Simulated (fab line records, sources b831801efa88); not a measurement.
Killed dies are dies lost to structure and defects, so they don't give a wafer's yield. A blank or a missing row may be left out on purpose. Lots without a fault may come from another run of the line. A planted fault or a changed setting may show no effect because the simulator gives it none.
fab line records | flow sky130 | part 1 of 2: steps 1 to 33 of 42
record lots=5 wafers=15 last_day=50
route steps=708 shown LDD_HVP@284 LDD_LDN@289 SPACER@304 POLY_CUT@307 SD_P@320
lots that met no fault: from a run of the same line without faults
start_h: hours from the record's first day to the start of the lot's first wafer shown | wait_h: hours since the lot's step before | " the same as in the row above | L1.1+2: a row that stands for several wafers | - no value, or no start given | * or withheld: withheld | < > ~ a bound
route shown NAME@n: a module of which the file shows steps, and the number in the route of the first | usual: mean/standard deviation of fault-free wafers | same: alike in all rows | chamber/n: place in a boat | sites: the reading at each site | _std_site: their standard deviation | _edge_site: outer sites' mean less inner sites' | radius_mm: how far each site lies from the wafer's centre | mask NAME#n: copy n | behind: the tool/chamber that last shaped the wafer | hold: why the lot was held/for how many hours/how that ended | device: the transistor (n, p or np) that didn't switch | end of line: the same wafers' tests at the end of the route | a step without rows: its recipe alone | killed: dies lost to structure and defects at the first sort, not the wafer's yield | map: a wafer's dies, x killed, . not, _ none there
set.NAME: the setting as run; set.NAME@STEP: as run at that earlier step | model.NAME: the simulator's own value behind a step, which no gauge read
lots at some steps of the route; a table a step, a row a wafer
services: from which hour (start_h, from the record's first day; less than 0 if before it) a tool's chamber was out of use, for how many hours, and why
## steps
# step SKY_LDD_HVP_DEVELOP_06
# recipe resist=NOVOLAK developer=TMAH develop_time_s=60 dev_temp_c=23
# columns lot.wafer tool chamber start_h wait_h
L079.2+4+5 litho_track-04 0 567.72 0.1
L083.3+4+6 litho_track-03 0 587.38 0.1
L086.4+5+6 litho_track-03 0 620.81 0.1
L089.2+3+4 litho_track-03 0 647.46 0.1
L095.1+2+6 litho_track-01 0 684.61 0.1
# step SKY_LDD_HVP_OVL_MEAS_07
# usual LDD_HVP_OVL=-0.2/1.4
# columns lot.wafer tool chamber start_h wait_h LDD_HVP_OVL[nm]
L079.2 overlay-01 - 567.85 0.1 0.4
L079.4 " - " " 2.3
L079.5 " - " " 1.8
L083.3 overlay-02 - 587.49 0.1 -2.6
L083.4 " - " " -0.7
L083.6 " - " " -1.4
L086.4 overlay-01 - 620.90 0.1 -2.2
L086.5 " - " " -2.2
L086.6 " - " " -2.7
L089.2 overlay-01 - 647.59 0.1 0.0
L089.3 " - " " 1.3
L089.4 " - " " -1.0
L095.1 overlay-01 - 684.79 0.2 -0.3
L095.2 " - " " -2.4
L095.6 " - " " -1.6
# step SKY_LDD_HVP_IMPLANT_08
# recipe species=B energy_kev=20 dose_cm2=1.683e+13 tilt_deg=17.9
# columns lot.wafer tool chamber start_h wait_h
L079.2+4+5 implanter-04 0 567.90 0.0
L083.3+4+6 implanter-04 0 587.57 0.1
L086.4+5+6 implanter-04 0 620.99 0.1
L089.2+3+4 implanter-02 0 647.64 0.0
L095.1+2+6 implanter-02 0 684.82 0.0
# step SKY_LDD_HVP_STRIP_09
# recipe chemistry=O2/N2 power_w=1400 pressure_mtorr=1500 platen_temp_c=withheld o2_flow_sccm=3000 n2_flow_sccm=300 overash_fraction=0.5
# usual drypump_motor_current_A=5.7/0.3 o2_flow_sccm=2999/9.4 oes_product_au=0.408/0.0042 strip_time_to_endpoint_s=4.127/0.015
# columns lot.wafer tool chamber start_h wait_h drypump_motor_current_A o2_flow_sccm oes_product_au rf_hours_counter_h strip_time_to_endpoint_s
L079.2 plasma_asher-03 0 568.03 0.1 5.8 2990 0.406 13 4.126
L079.4 " 0 " " 5.8 3001 0.402 - 4.121
L079.5 " 1 " " 6.2 2994 0.402 - 4.129
L083.3 plasma_asher-01 1 587.70 0.1 5.5 2991 0.412 - 4.120
L083.4 " 0 " " 5.3 2992 0.413 - 4.145
L083.6 " 0 " " 5.3 2990 0.403 - 4.100
L086.4 plasma_asher-01 0 621.10 0.1 5.2 2990 0.410 - 4.114
L086.5 " 0 " " 5.3 2990 0.404 - 4.132
L086.6 " 1 " " 5.5 3004 0.411 - 4.120
L089.2 plasma_asher-01 0 647.77 0.1 5.2 2997 0.406 97 4.109
L089.3 " 1 " " 5.5 2992 0.405 - 4.106
L089.4 " 0 " " 5.2 2986 0.409 - 4.114
L095.1 plasma_asher-04 1 684.97 0.1 5.7 3005 0.402 56 4.142
L095.2 " 0 " " 5.9 2981 0.406 56 4.113
L095.6 " 1 " " 5.7 3010 0.402 - 4.127
# step SKY_LDD_HVP_TW_MEAS_10
# usual LDD_HVP_TW=453.8/2.2
# columns lot.wafer tool chamber start_h wait_h LDD_HVP_TW
L079.2 film_metro-02 - 568.14 0.1 457.5
L079.4 " - " " 456.3
L079.5 " - " " 454.6
L083.3 film_metro-01 - 587.79 0.1 452.3
L083.4 " - " " 451.9
L083.6 " - " " 450.7
L086.4 film_metro-01 - 621.20 0.1 456.1
L086.5 " - " " 455.1
L086.6 " - " " 453.5
L089.2 film_metro-04 - 647.88 0.1 454.3
L089.3 " - " " 454.0
L089.4 " - " " 455.0
L095.1 film_metro-04 - 685.07 0.1 457.8
L095.2 " - " " 458.2
L095.6 " - " " 457.4
# step SKY_LDD_LDN_DEHYDRATE_00
# recipe temp_c=200 time_s=60
# columns lot.wafer tool chamber start_h wait_h
L079.2+4+5 litho_track-02 0 581.77 13.6
L083.3+4+6 litho_track-02 0 601.94 14.1
L086.4+5+6 litho_track-01 0 635.08 13.9
L089.2+3+4 litho_track-03 0 661.41 13.5
L095.1+2+6 litho_track-02 0 698.54 13.5
# step SKY_LDD_LDN_HMDS_01
# recipe prime_time_s=60 prime_temp_c=120
# columns lot.wafer tool chamber start_h wait_h
L079.2+4+5 litho_track-02 0 581.92 0.1
L083.3+4+6 litho_track-02 0 602.09 0.1
L086.4+5+6 litho_track-01 0 635.23 0.1
L089.2+3+4 litho_track-03 0 661.56 0.1
L095.1+2+6 litho_track-02 0 698.69 0.1
# step SKY_LDD_LDN_COAT_02
# recipe resist=NOVOLAK spin_rpm=3000 resist_thk_nm=1140
# columns lot.wafer tool chamber start_h wait_h
L079.2+4+5 litho_track-02 0 582.07 0.1
L083.3+4+6 litho_track-02 0 602.24 0.1
L086.4+5+6 litho_track-01 0 635.38 0.1
L089.2+3+4 litho_track-03 0 661.71 0.1
L095.1+2+6 litho_track-02 0 698.84 0.1
# step SKY_LDD_LDN_SOFTBAKE_03
# recipe temp_c=90 time_s=60 resist=NOVOLAK
# columns lot.wafer tool chamber start_h wait_h
L079.2+4+5 litho_track-02 0 582.22 0.1
L083.3+4+6 litho_track-02 0 602.39 0.1
L086.4+5+6 litho_track-01 0 635.53 0.1
L089.2+3+4 litho_track-03 0 661.86 0.1
L095.1+2+6 litho_track-02 0 698.99 0.1
# step SKY_LDD_LDN_EXPOSE_04
# recipe mask_id=LDNTM na=0.6 source_shape=conventional sigma_outer=0.6 polarization=unpolarized target_cd_nm=700 dose_mj=140
# columns lot.wafer tool chamber start_h wait_h mask
L079.2+4+5 iline_stepper-02 0 - - LDNTM#0
L083.3+4+6 iline_stepper-02 0 - - LDNTM#0
L086.4+5+6 iline_stepper-01 0 - - LDNTM#0
L089.2+3+4 iline_stepper-02 0 - - LDNTM#0
L095.1+2+6 iline_stepper-01 0 - - LDNTM#0
# step SKY_LDD_LDN_PEB_05
# recipe temp_c=withheld time_s=* resist=NOVOLAK
# columns lot.wafer tool chamber start_h wait_h
L079.2+4+5 litho_track-01 0 - -
L083.3+4+6 litho_track-02 0 - -
L086.4+5+6 litho_track-01 0 - -
L089.2+3+4 litho_track-02 0 - -
L095.1+2+6 litho_track-03 0 - -
# step SKY_LDD_LDN_DEVELOP_06
# recipe resist=NOVOLAK developer=TMAH develop_time_s=60 dev_temp_c=23
# columns lot.wafer tool chamber start_h wait_h
L079.2+4+5 litho_track-01 0 596.78 0.1
L083.3+4+6 litho_track-02 0 617.09 0.1
L086.4+5+6 litho_track-01 0 650.08 0.1
L089.2+3+4 litho_track-02 0 675.47 0.1
L095.1+2+6 litho_track-03 0 711.73 0.1
# step SKY_LDD_LDN_OVL_MEAS_07
# usual LDD_LDN_OVL=-0.3/1.3
# columns lot.wafer tool chamber start_h wait_h LDD_LDN_OVL[nm]
L079.2 overlay-01 - 596.91 0.1 -0.4
L079.4 " - " " 0.6
L079.5 " - " " -0.6
L083.3 overlay-02 - 617.21 0.1 -1.8
L083.4 " - " " 1.6
L083.6 " - " " -0.6
L086.4 overlay-01 - 650.17 0.1 -0.8
L086.5 " - " " 0.6
L086.6 " - " " -1.0
L089.2 overlay-01 - 675.60 0.1 0.3
L089.3 " - " " 2.4
L089.4 " - " " 0.7
L095.1 overlay-01 - 711.88 0.1 -3.1
L095.2 " - " " -0.9
L095.6 " - " " -1.3
# step SKY_LDD_LDN_IMPLANT_08
# recipe species=As energy_kev=15 dose_cm2=1.25e+13 tilt_deg=withheld rotation_deg=23
# usual rotation_deg=22.998/0.021
# columns lot.wafer tool chamber start_h wait_h rotation_deg
L079.2 implanter-03 0 596.97 0.0 22.995
L079.4 " 0 " " 22.988
L079.5 " 0 " " 22.975
L083.3 implanter-02 0 617.28 0.1 23.007
L083.4 " 0 " " 23.031
L083.6 " 0 " " 23.031
L086.4 implanter-03 0 650.27 0.1 23.009
L086.5 " 0 " " 23.001
L086.6 " 0 " " 23.003
L089.2 implanter-01 0 675.65 0.0 22.991
L089.3 " 0 " " 22.983
L089.4 " 0 " " 22.978
L095.1 implanter-03 0 711.92 0.0 22.998
L095.2 " 0 " " 23.012
L095.6 " 0 " " 23.019
# step SKY_LDD_LDN_IMPLANT_09
# recipe species=As energy_kev=15 dose_cm2=1.25e+13 tilt_deg=withheld rotation_deg=113
# usual rotation_deg=113.00/0.027
# columns lot.wafer tool chamber start_h wait_h rotation_deg
L079.2 implanter-03 0 597.12 0.1 113.02
L079.4 " 0 " " 112.99
L079.5 " 0 " " 113.01
L083.3 implanter-02 0 617.43 0.1 112.98
L083.4 " 0 " " 112.94
L083.6 " 0 " " 112.99
L086.4 implanter-03 0 650.42 0.1 113.04
L086.5 " 0 " " 113.00
L086.6 " 0 " " 113.02
L089.2 implanter-01 0 675.80 0.1 113.03
L089.3 " 0 " " 113.05
L089.4 " 0 " " 113.00
L095.1 implanter-03 0 712.07 0.1 112.97
L095.2 " 0 " " 112.98
L095.6 " 0 " " 113.00
# step SKY_LDD_LDN_IMPLANT_10
# recipe species=As energy_kev=15 dose_cm2=1.25e+13 tilt_deg=withheld rotation_deg=203
# usual rotation_deg=203.00/0.044
# columns lot.wafer tool chamber start_h wait_h rotation_deg
L079.2 implanter-03 0 597.27 0.1 202.98
L079.4 " 0 " " 202.97
L079.5 " 0 " " 202.90
L083.3 implanter-02 0 617.58 0.1 203.04
L083.4 " 0 " " 203.02
L083.6 " 0 " " 203.02
L086.4 implanter-03 0 650.57 0.1 203.03
L086.5 " 0 " " 203.06
L086.6 " 0 " " 203.07
L089.2 implanter-01 0 675.95 0.1 202.96
L089.3 " 0 " " 202.99
L089.4 " 0 " " 202.91
L095.1 implanter-03 0 712.22 0.1 203.01
L095.2 " 0 " " 203.04
L095.6 " 0 " " 202.97
# step SKY_LDD_LDN_IMPLANT_11
# recipe species=As energy_kev=15 dose_cm2=1.25e+13 tilt_deg=withheld rotation_deg=293
# usual rotation_deg=293.00/0.05
# columns lot.wafer tool chamber start_h wait_h rotation_deg
L079.2 implanter-03 0 597.42 0.1 292.97
L079.4 " 0 " " 292.96
L079.5 " 0 " " 293.00
L083.3 implanter-02 0 617.73 0.1 293.02
L083.4 " 0 " " 292.87
L083.6 " 0 " " 293.08
L086.4 implanter-03 0 650.72 0.1 292.94
L086.5 " 0 " " 293.01
L086.6 " 0 " " 293.02
L089.2 implanter-01 0 676.10 0.1 292.94
L089.3 " 0 " " 292.95
L089.4 " 0 " " 293.01
L095.1 implanter-03 0 712.37 0.1 292.99
L095.2 " 0 " " 293.02
L095.6 " 0 " " 293.01
# step SKY_LDD_LDN_STRIP_12
# recipe chemistry=O2/N2 power_w=1400 pressure_mtorr=1500 platen_temp_c=withheld o2_flow_sccm=3000 n2_flow_sccm=300 overash_fraction=0.5
# usual drypump_motor_current_A=5.7/0.47 o2_flow_sccm=3000/8.9 oes_product_au=0.716/0.0042 strip_time_to_endpoint_s=14.16/0.039
# columns lot.wafer tool chamber start_h wait_h drypump_motor_current_A o2_flow_sccm oes_product_au rf_hours_counter_h strip_time_to_endpoint_s
L079.2 plasma_asher-03 1 597.54 0.1 6.2 3002 0.716 16 14.21
L079.4 " 0 " " 5.8 3027 0.720 - 14.20
L079.5 " 1 " " 6.2 2999 0.717 - 14.16
L083.3 plasma_asher-02 1 617.86 0.1 4.8 2998 0.720 - 14.15
L083.4 " 0 " " 6.1 2997 0.713 - 14.14
L083.6 " 0 " " 6.1 2991 0.713 - 14.18
L086.4 plasma_asher-03 0 650.83 0.1 5.8 2999 0.712 - 14.17
L086.5 " 0 " " 5.8 2987 0.718 - 14.17
L086.6 " 1 " " 6.2 2993 0.713 - 14.19
L089.2 plasma_asher-01 1 676.23 0.1 5.5 2993 0.713 100 14.11
L089.3 " 1 " " 5.4 2999 0.711 - 14.17
L089.4 " 0 " " 5.2 2993 0.714 - 14.17
L095.1 plasma_asher-02 0 712.52 0.1 6.1 3008 0.717 90 14.15
L095.2 " 1 " " 4.8 2991 0.712 90 14.11
L095.6 " 0 " " 6.1 3009 0.722 - 14.16
# step SKY_LDD_LDN_TW_MEAS_13
# usual LDD_LDN_TW=1483/7
# columns lot.wafer tool chamber start_h wait_h LDD_LDN_TW
L079.2 film_metro-03 - 597.65 0.1 1488
L079.4 " - " " 1495
L079.5 " - " " 1487
L083.3 film_metro-04 - 617.95 0.1 1494
L083.4 " - " " 1493
L083.6 " - " " 1492
L086.4 film_metro-04 - 650.92 0.1 1480
L086.5 " - " " 1485
L086.6 " - " " 1479
L089.2 film_metro-02 - 676.34 0.1 1475
L089.3 " - " " 1484
L089.4 " - " " 1475
L095.1 film_metro-04 - 712.62 0.1 1473
L095.2 " - " " 1474
L095.6 " - " " 1478
# step SKY_LDD_LDN_CLEAN_14
# recipe chemistry=SC1/SC2 mix=1:4:20 temp_c=70 time_s=150 dry=n2_spin
# columns lot.wafer tool chamber start_h wait_h
L079.2+4+5 wet_bench-02 0 597.70 0.0
L083.3+4+6 wet_bench-03 0 617.99 0.0
L086.4+5+6 wet_bench-04 2 650.95 0.0
L089.2+3+4 wet_bench-04 3 676.39 0.0
L095.1+2+6 wet_bench-03 0 712.68 0.1
# step SKY_SPACER_CVD_00
# recipe material=Si3N4 precursor=DCS/NH3 target_thk_nm=43.1 temp_c=770 time_s=740 pressure_mtorr=250
# usual spike_tc_top_C=784.5/2.8
# columns lot.wafer tool chamber start_h wait_h spike_tc_top_C
L079.2 lpcvd-02 0 598.81 1.1 782.4
L079.4 " 0 " " 783.0
L079.5 " 0 " " 782.4
L083.3 lpcvd-02 0 618.69 0.7 779.1
L083.4 " 0 " " 780.0
L083.6 " 0 " " 782.1
L086.4 lpcvd-02 1 651.95 0.9 785.8
L086.5 " 1 " " 789.1
L086.6 " 1 " " 788.2
L089.2 lpcvd-02 1 676.48 0.0 788.4
L089.3 " 1 " " 786.1
L089.4 " 1 " " 788.4
L095.1 lpcvd-02 0 712.73 0.0 781.5
L095.2 " 0 " " 782.0
L095.6 " 0 " " 782.2
# step SKY_SPACER_THK_MEAS_01
# recipe reads=Si3N4_of_SPACER_CVD_00
# usual SPACER_CVD_00_THK=43.0/0.45
# columns lot.wafer tool chamber start_h wait_h SPACER_CVD_00_THK[nm]
L079.2 film_metro-01 - 600.03 0.0 43.4
L079.4 " - " " 43.0
L079.5 " - " " 43.2
L083.3 film_metro-03 - 619.92 0.0 43.3
L083.4 " - " " 43.1
L083.6 " - " " 43.5
L086.4 film_metro-01 - 653.18 0.0 43.1
L086.5 " - " " 43.1
L086.6 " - " " 43.7
L089.2 film_metro-01 - 677.69 0.0 43.3
L089.3 " - " " 43.3
L089.4 " - " " 43.2
L095.1 film_metro-04 - 713.94 0.0 43.3
L095.2 " - " " 43.6
L095.6 " - " " 43.1
# step SKY_SPACER_ETCHBACK_02
# recipe chemistry=CH3F/O2 target=Si3N4 stop_on=SiO2 source_w=400 bias_w=80 pressure_mtorr=25 ch3f_flow_sccm=40 O2_flow_sccm=30 time_s=46.7 target_depth_a=450
# usual bias_w=79.96/0.24 drypump_motor_current_A=5.5/0.45 oes_product_au=0.855/0.006 throttle_valve_pct=10.563/0.0091
# columns lot.wafer tool chamber start_h wait_h bias_w drypump_motor_current_A oes_product_au rf_hours_counter_h throttle_valve_pct
L079.2 rie_diel-02 1 600.08 0.0 79.87 5.0 0.856 13 10.579
L079.4 " 0 " " 80.26 5.0 0.858 5 10.554
L079.5 " 2 " " 79.74 5.8 0.860 - 10.566
L083.3 rie_diel-02 0 619.96 0.0 79.56 4.9 0.856 5 10.559
L083.4 " 2 " " 79.71 5.7 0.857 47 10.572
L083.6 " 1 " " 79.70 5.0 0.865 - 10.570
L086.4 rie_diel-01 1 653.21 0.0 80.14 5.3 0.848 50 10.564
L086.5 " 3 " " 79.90 5.8 0.859 - 10.565
L086.6 " 0 " " 80.01 5.9 0.860 - 10.566
L089.2 rie_diel-03 3 677.74 0.0 79.91 6.2 0.859 22 10.576
L089.3 " 1 " " 80.05 5.1 0.864 11 10.561
L089.4 " 2 " " 80.29 6.0 0.851 11 10.563
L095.1 rie_diel-03 1 714.00 0.1 80.55 5.1 0.860 12 10.549
L095.2 " 3 " " 80.05 6.2 0.854 22 10.555
L095.6 " 2 " " 79.72 6.0 0.854 - 10.553
# step SKY_POLY_CUT_DEHYDRATE_00
# recipe temp_c=200 time_s=60
# columns lot.wafer tool chamber start_h wait_h
L079.2+4+5 litho_track-02 0 613.57 13.5
L083.3+4+6 litho_track-02 0 633.79 13.8
L086.4+5+6 litho_track-04 0 667.32 14.1
L089.2+3+4 litho_track-02 0 691.12 13.4
L095.1+2+6 litho_track-03 0 727.73 13.7
# step SKY_POLY_CUT_HMDS_01
# recipe prime_time_s=60 prime_temp_c=120
# columns lot.wafer tool chamber start_h wait_h
L079.2+4+5 litho_track-02 0 613.72 0.1
L083.3+4+6 litho_track-02 0 633.94 0.1
L086.4+5+6 litho_track-04 0 667.47 0.1
L089.2+3+4 litho_track-02 0 691.27 0.1
L095.1+2+6 litho_track-03 0 727.88 0.1
# step SKY_POLY_CUT_COAT_02
# recipe resist=BARC temp_c=withheld time_s=withheld spin_rpm=3000 resist_thk_nm=60
# columns lot.wafer tool chamber start_h wait_h
L079.2+4+5 litho_track-02 0 613.87 0.1
L083.3+4+6 litho_track-02 0 634.09 0.1
L086.4+5+6 litho_track-04 0 667.62 0.1
L089.2+3+4 litho_track-02 0 691.42 0.1
L095.1+2+6 litho_track-03 0 728.03 0.1
# step SKY_POLY_CUT_COAT_03
# recipe resist=KrF-thick spin_rpm=3000 resist_thk_nm=450
# columns lot.wafer tool chamber start_h wait_h
L079.2+4+5 litho_track-02 0 - -
L083.3+4+6 litho_track-02 0 - -
L086.4+5+6 litho_track-04 0 - -
L089.2+3+4 litho_track-02 0 - -
L095.1+2+6 litho_track-03 0 - -
# step SKY_POLY_CUT_SOFTBAKE_04
# recipe temp_c=100 time_s=90 resist=KrF-thick
# columns lot.wafer tool chamber start_h wait_h
L079.2+4+5 litho_track-02 0 - -
L083.3+4+6 litho_track-02 0 - -
L086.4+5+6 litho_track-04 0 - -
L089.2+3+4 litho_track-02 0 - -
L095.1+2+6 litho_track-03 0 - -
# step SKY_POLY_CUT_EXPOSE_05
# recipe mask_id=NPCM na=0.8 source_shape=annular sigma_inner=0.55 sigma_outer=0.85 target_cd_nm=270 dose_mj=32
# columns lot.wafer tool chamber start_h wait_h mask
L079.2+4+5 krf_scanner-01 0 - - NPCM#0
L083.3+4+6 krf_scanner-02 0 - - NPCM#0
L086.4+5+6 krf_scanner-01 0 - - NPCM#0
L089.2+3+4 krf_scanner-01 0 - - NPCM#0
L095.1+2+6 krf_scanner-01 0 - - NPCM#0
# step SKY_POLY_CUT_PEB_06
# recipe peb_temp_c=withheld peb_time_s=withheld resist=KrF-thick
# columns lot.wafer tool chamber start_h wait_h
L079.2+4+5 litho_track-04 0 - -
L083.3+4+6 litho_track-02 0 - -
L086.4+5+6 litho_track-03 0 - -
L089.2+3+4 litho_track-02 0 - -
L095.1+2+6 litho_track-02 0 - -
# step SKY_POLY_CUT_DEVELOP_07
# recipe develop_time_s=60 resist=KrF-thick dev_temp_c=21
# columns lot.wafer tool chamber start_h wait_h
L079.2+4+5 litho_track-04 0 - -
L083.3+4+6 litho_track-02 0 - -
L086.4+5+6 litho_track-03 0 - -
L089.2+3+4 litho_track-02 0 - -
L095.1+2+6 litho_track-02 0 - -
# step SKY_POLY_CUT_CD_MEAS_08
# recipe target_cd_nm=270
# usual cd_nm=269.5/1.7
# columns lot.wafer tool chamber start_h wait_h cd_nm
L079.2 cd_sem-02 - 628.56 - 269.2
L079.4 " - " " 268.9
L079.5 " - " " 267.7
L083.3 cd_sem-02 - 649.03 - 268.0
L083.4 " - " " 269.0
L083.6 " - " " 269.9
L086.4 cd_sem-02 - 681.74 - 269.1
L086.5 " - " " 269.2
L086.6 " - " " 269.7
L089.2 cd_sem-01 - 705.51 - 267.9
L089.3 " - " " 267.8
L089.4 " - " " 267.2
L095.1 cd_sem-01 - 741.94 - 265.5
L095.2 " - " " 267.5
L095.6 " - " " 267.3
# step SKY_POLY_CUT_OVL_MEAS_09
# usual POLY_CUT_OVL=1/5.2
# columns lot.wafer tool chamber start_h wait_h POLY_CUT_OVL[nm]
L079.2 overlay-01 - 628.67 0.1 10
L079.4 " - " " 3
L079.5 " - " " 4
L083.3 overlay-01 - 649.13 0.1 -3
L083.4 " - " " 4
L083.6 " - " " -2
L086.4 overlay-01 - 681.82 0.1 8
L086.5 " - " " -8
L086.6 " - " " -2
L089.2 overlay-02 - 705.62 0.1 2
L089.3 " - " " 0
L089.4 " - " " 4
L095.1 overlay-02 - 742.06 0.1 9
L095.2 " - " " 12
L095.6 " - " " 7
